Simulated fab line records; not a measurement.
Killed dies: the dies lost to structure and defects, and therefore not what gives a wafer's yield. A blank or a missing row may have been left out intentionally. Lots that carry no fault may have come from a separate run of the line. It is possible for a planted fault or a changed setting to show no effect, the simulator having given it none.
What tool caused it?    flow sky130    14 lots with 42 wafers sampled at 5 steps, on a route of 708 steps

WHAT EACH GAUGE READ, for each wafer
SKY_METAL2_RS_MEAS_05: the measuring method here is four-point-probe. Usual: for METAL2_ALCU_RS the level is 0.1276 ohm/sq and the standard deviation is 0.002.
lot   measured      on             METAL2_ALCU_RS (ohm/sq)  flag
L110  day 34 08:49  film-metro-03  0.1297 0.1293 0.1265     
L111  day 34 11:02  film-metro-02  0.1247 0.1267 0.1263     
L113  day 35 08:04  film-metro-01  0.1263 0.1255 0.1267     
L114  day 35 10:52  film-metro-03  0.1284 0.1306 0.1287     
L115  day 36 11:02  film-metro-02  0.1255 0.1259 0.1271     
L116  day 36 14:43  film-metro-01  0.1293 0.1267 0.1301     
L119  day 37 09:21  film-metro-03  0.1302 0.1285 0.1317     
L120  day 37 13:32  film-metro-01  0.1248 0.1245 0.1265     
L124  day 38 21:45  film-metro-03  0.1254 0.1262 0.1280     
L125  day 38 22:19  film-metro-02  8.6750 8.6674 8.7029     OFF
L126  day 38 22:49  film-metro-02  8.6594 8.6847 8.7484     OFF
L130  day 40 08:49  film-metro-03  0.1302 0.1299 0.1260     
L131  day 40 20:33  film-metro-03  0.1269 0.1310 0.1264     
L133  day 41 05:57  film-metro-01  0.1288 0.1263 0.1265     

SKY_METAL2_THK_MEAS_06: measures by xrf. Usual: for METAL2_ALCU_THK the level is 247 nm and the standard deviation is 4.
lot   measured      on             METAL2_ALCU_THK (nm)  flag
L110  day 34 08:55  film-metro-03  242 243 248           
L111  day 34 11:08  film-metro-02  253 252 252           
L113  day 35 08:11  film-metro-01  249 251 247           
L114  day 35 10:59  film-metro-03  247 242 245           
L115  day 36 11:08  film-metro-02  249 248 247           
L116  day 36 14:50  film-metro-01  242 251 244           
L119  day 37 09:28  film-metro-03  241 244 238           
L120  day 37 13:38  film-metro-01  251 252 246           
L124  day 38 21:52  film-metro-03  250 248 243           
L125  day 38 22:26  film-metro-02  <0 <0 <0              OFF
L126  day 38 22:54  film-metro-02  <0 <0 <0              OFF
L130  day 40 08:55  film-metro-03  242 242 251           
L131  day 40 20:40  film-metro-03  250 241 250           
L133  day 41 06:04  film-metro-01  243 250 250           

EACH LOT AND THE TOOL THAT RAN IT (in order: tool; ch and the chambers of the sampled wafers; start)
lot   SKY_METAL1_SPUTTER_01         SKY_METAL1_SPUTTER_04         SKY_METAL2_SPUTTER_02
L110  pvd-sputter-01, day 32 00:03  pvd-sputter-01, day 32 00:07  pvd-sputter-01, day 34 08:42
L111  pvd-sputter-01, day 32 02:30  pvd-sputter-01, day 32 02:34  pvd-sputter-02, day 34 10:55
L113  pvd-sputter-04, day 32 23:41  pvd-sputter-04, day 32 23:44  pvd-sputter-03, day 35 07:57
L114  pvd-sputter-01, day 33 03:11  pvd-sputter-01, day 33 03:16  pvd-sputter-03, day 35 10:46
L115  pvd-sputter-04, day 34 02:54  pvd-sputter-04, day 34 02:58  pvd-sputter-03, day 36 10:54
L116  pvd-sputter-03, day 34 05:23  pvd-sputter-03, day 34 05:27  pvd-sputter-01, day 36 14:37
L119  pvd-sputter-03, day 35 01:40  pvd-sputter-03, day 35 01:44  pvd-sputter-01, day 37 09:15
L120  pvd-sputter-01, day 35 05:35  pvd-sputter-01, day 35 05:39  pvd-sputter-03, day 37 13:23
L124  pvd-sputter-03, day 36 14:27  pvd-sputter-03, day 36 14:31  pvd-sputter-03, day 38 21:38
L125  pvd-sputter-03, day 36 15:13  pvd-sputter-03, day 36 15:17  pvd-sputter-01, day 38 22:13
L126  pvd-sputter-01, day 36 15:39  pvd-sputter-01, day 36 15:43  pvd-sputter-03, day 38 22:40
L130  pvd-sputter-01, day 38 03:11  pvd-sputter-01, day 38 03:16  pvd-sputter-02, day 40 08:42
L131  pvd-sputter-03, day 38 14:19  pvd-sputter-03, day 38 14:23  pvd-sputter-01, day 40 20:26
L133  pvd-sputter-04, day 39 00:08  pvd-sputter-04, day 39 00:13  pvd-sputter-03, day 41 05:52
- SKY_METAL1_SPUTTER_01: material TiN, target thk 20 nm, time 16.7 s.
- SKY_METAL1_SPUTTER_04: material TiN, target thk 70 nm, time 58.3 s.
- SKY_METAL2_SPUTTER_02: material AlCu, target thk 250 nm, time 13.3 s.

WHAT THE TOOLS THEMSELVES READ (means of the sampled wafers that have a number; where no wafer has one, the mark that the record gives instead)
SKY_METAL1_SPUTTER_01. Usual: cathode-dc-power-W 6500.0 W, standard deviation 1.2; chamber-pressure-pa 0.4000 Pa, standard deviation 0.00075; throttle-valve-pct 29.9 %, standard deviation 1.
lot   tool            cathode-dc-power-W (W)  chamber-pressure-pa (Pa)  throttle-valve-pct (%)  flag
L110  pvd-sputter-01  6500.6                  0.4004                    31.0                    
L111  pvd-sputter-01  6499.7                  0.3997                    30.4                    
L113  pvd-sputter-04  6501.2                  0.4005                    30.5                    
L114  pvd-sputter-01  6499.2                  0.4005                    29.8                    
L115  pvd-sputter-04  6499.0                  0.4006                    30.8                    
L116  pvd-sputter-03  6500.6                  0.4010                    28.8                    
L119  pvd-sputter-03  6499.4                  0.3994                    29.3                    
L120  pvd-sputter-01  6500.0                  0.4005                    29.9                    
L124  pvd-sputter-03  6499.7                  0.4003                    29.2                    
L125  pvd-sputter-03  6500.7                  0.3997                    29.5                    
L126  pvd-sputter-01  6499.6                  0.4000                    31.1                    
L130  pvd-sputter-01  6500.3                  0.3999                    30.4                    
L131  pvd-sputter-03  6499.6                  0.4001                    29.5                    
L133  pvd-sputter-04  6500.1                  0.4004                    30.4                    

SKY_METAL1_SPUTTER_04. Usual: cathode-dc-power-W 6500.0 W, standard deviation 1.2; chamber-pressure-pa 0.4001 Pa, standard deviation 0.00085; throttle-valve-pct 29.9 %, standard deviation 1.
lot   tool            cathode-dc-power-W (W)  chamber-pressure-pa (Pa)  throttle-valve-pct (%)  flag
L110  pvd-sputter-01  6498.4                  0.4001                    31.0                    
L111  pvd-sputter-01  6499.2                  0.4003                    30.3                    
L113  pvd-sputter-04  6499.0                  0.4006                    30.4                    
L114  pvd-sputter-01  6499.4                  0.3999                    29.7                    
L115  pvd-sputter-04  6500.0                  0.3998                    30.6                    
L116  pvd-sputter-03  6500.3                  0.4008                    28.6                    
L119  pvd-sputter-03  6500.2                  0.3998                    29.3                    
L120  pvd-sputter-01  6500.7                  0.4000                    29.6                    
L124  pvd-sputter-03  6500.3                  0.4000                    29.3                    
L125  pvd-sputter-03  6500.4                  0.3998                    29.5                    
L126  pvd-sputter-01  6500.7                  0.3995                    31.2                    
L130  pvd-sputter-01  6499.4                  0.4005                    30.4                    
L131  pvd-sputter-03  6499.5                  0.4000                    29.4                    
L133  pvd-sputter-04  6500.4                  0.4001                    30.4                    

SKY_METAL2_SPUTTER_02. Usual: cathode-dc-power-W 10600 W, standard deviation 1.9; chamber-pressure-pa 0.4001 Pa, standard deviation 0.00078; throttle-valve-pct 29.5 %, standard deviation 0.91.
lot   tool            cathode-dc-power-W (W)  chamber-pressure-pa (Pa)  throttle-valve-pct (%)  flag
L110  pvd-sputter-01  10600                   0.4009                    30.0                    
L111  pvd-sputter-02  10601                   0.3999                    29.6                    
L113  pvd-sputter-03  10602                   0.3999                    28.4                    
L114  pvd-sputter-03  10599                   0.3998                    28.9                    
L115  pvd-sputter-03  10600                   0.4011                    29.0                    
L116  pvd-sputter-01  10601                   0.4008                    29.2                    
L119  pvd-sputter-01  10598                   0.3996                    30.4                    
L120  pvd-sputter-03  10601                   0.3996                    29.5                    
L124  pvd-sputter-03  10600                   0.4007                    28.9                    
L125  pvd-sputter-01  -                       -                         -                       OFF
L126  pvd-sputter-03  -                       -                         -                       OFF
L130  pvd-sputter-02  10598                   0.4000                    29.5                    
L131  pvd-sputter-01  10601                   0.3998                    29.9                    
L133  pvd-sputter-03  10599                   0.3998                    29.3                    

THE ANSWER, worked out from the rows above alone
Rule: a lot is off if the mean of its wafers that have a number lies more than 3 standard deviations from the usual mean. A lot without any number at a reading at which 4 lots or more have one is off too. All remaining lots with rows at the step are treated as sound. After the gauges, taken in route order, come the tools' own readings; for these a lot's mean is taken, as printed above. The first step at which some lot is off is used, and at that step the reading that is off furthest; a lot without a number counts as furthest.
Off: at SKY_METAL2_RS_MEAS_05 (METAL2_ALCU_RS), L125, L126.
A tool fits if, at a process step before that reading, it ran every lot that is off, and no sound lot after the first of them. The gauges at SKY_METAL2_RS_MEAS_05 aren't tried: what is off there is off at SKY_METAL2_SPUTTER_02 too, on other tools, and a gauge's error can't cause that. No candidate that was tried fits.

WHAT WAS PUT IN BY THE SIMULATOR
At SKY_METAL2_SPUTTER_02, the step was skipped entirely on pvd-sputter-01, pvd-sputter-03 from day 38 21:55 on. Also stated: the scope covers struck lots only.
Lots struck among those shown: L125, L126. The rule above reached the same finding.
